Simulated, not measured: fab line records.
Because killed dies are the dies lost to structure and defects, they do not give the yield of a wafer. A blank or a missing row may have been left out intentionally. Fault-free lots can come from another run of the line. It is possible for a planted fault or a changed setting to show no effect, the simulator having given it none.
Which tool did it? || flow sky130 || 21 wafers from 7 lots sampled at 2 of the route's 708 steps

WHAT THE GAUGES READ, wafer by wafer
SKY_CONTACT_THK_MEAS_01.
{"lot": "L261", "measured": "day 30 15:22", "on": "film-metro-03", "CONTACT_CVD_00_THK (nm)": "72.9 73.8 73.7"}
{"lot": "L267", "measured": "day 33 00:54", "on": "film-metro-01", "CONTACT_CVD_00_THK (nm)": "73.9 77.7 75.1"}
{"lot": "L269", "measured": "day 33 12:00", "on": "film-metro-03", "CONTACT_CVD_00_THK (nm)": "74.5 75.6 74.1"}
{"lot": "L275", "measured": "day 35 11:04", "on": "film-metro-01", "CONTACT_CVD_00_THK (nm)": "76.7 73.8 77.2"}
{"lot": "L277", "measured": "day 35 22:43", "on": "film-metro-03", "CONTACT_CVD_00_THK (nm)": "75.2 74.4 76.4"}
{"lot": "L279", "measured": "day 36 11:07", "on": "film-metro-04", "CONTACT_CVD_00_THK (nm)": "75.9 75.7 78.1"}
{"lot": "L282", "measured": "day 38 00:40", "on": "film-metro-01", "CONTACT_CVD_00_THK (nm)": "74.6 76.6 77.4"}

TOOL THAT RAN EACH LOT (tool first, then ch and the chambers of the sampled wafers, then the start)
{"lot": "L261", "SKY_CONTACT_CVD_00": "pecvd-04 ch 1,2, day 30 15:19"}
{"lot": "L267", "SKY_CONTACT_CVD_00": "pecvd-02 ch 0,1,2, day 33 00:52"}
{"lot": "L269", "SKY_CONTACT_CVD_00": "pecvd-04 ch 0,1,2, day 33 11:57"}
{"lot": "L275", "SKY_CONTACT_CVD_00": "pecvd-02 ch 0,2, day 35 11:02"}
{"lot": "L277", "SKY_CONTACT_CVD_00": "pecvd-03 ch 0,2, day 35 22:40"}
{"lot": "L279", "SKY_CONTACT_CVD_00": "pecvd-02 ch 1,2, day 36 11:04"}
{"lot": "L282", "SKY_CONTACT_CVD_00": "pecvd-03 ch 0,1, day 38 00:38"}
- SKY_CONTACT_CVD_00: deposits Si3N4, target thk 75 nm.

THE ANSWER, worked out from the rows above alone
Rule: the usual values come from the lots themselves. The widest of any qualifying gaps counts: lots, ordered by their means at a reading, are off when they make up no more than a third of the lots, leave a main group of 4 or more, and stand apart from it by 3 or more times the standard deviation of that group's means. If all means in a main group match to the digits the tables above print for the reading, that group is not used. Also off: a lot with no number at a reading for which 4 or more lots have one. All remaining lots with rows at the step are treated as sound.
Across all readings shown, no lot is off: no conclusion can be drawn from this.

WHAT THE SIMULATOR PUT IN
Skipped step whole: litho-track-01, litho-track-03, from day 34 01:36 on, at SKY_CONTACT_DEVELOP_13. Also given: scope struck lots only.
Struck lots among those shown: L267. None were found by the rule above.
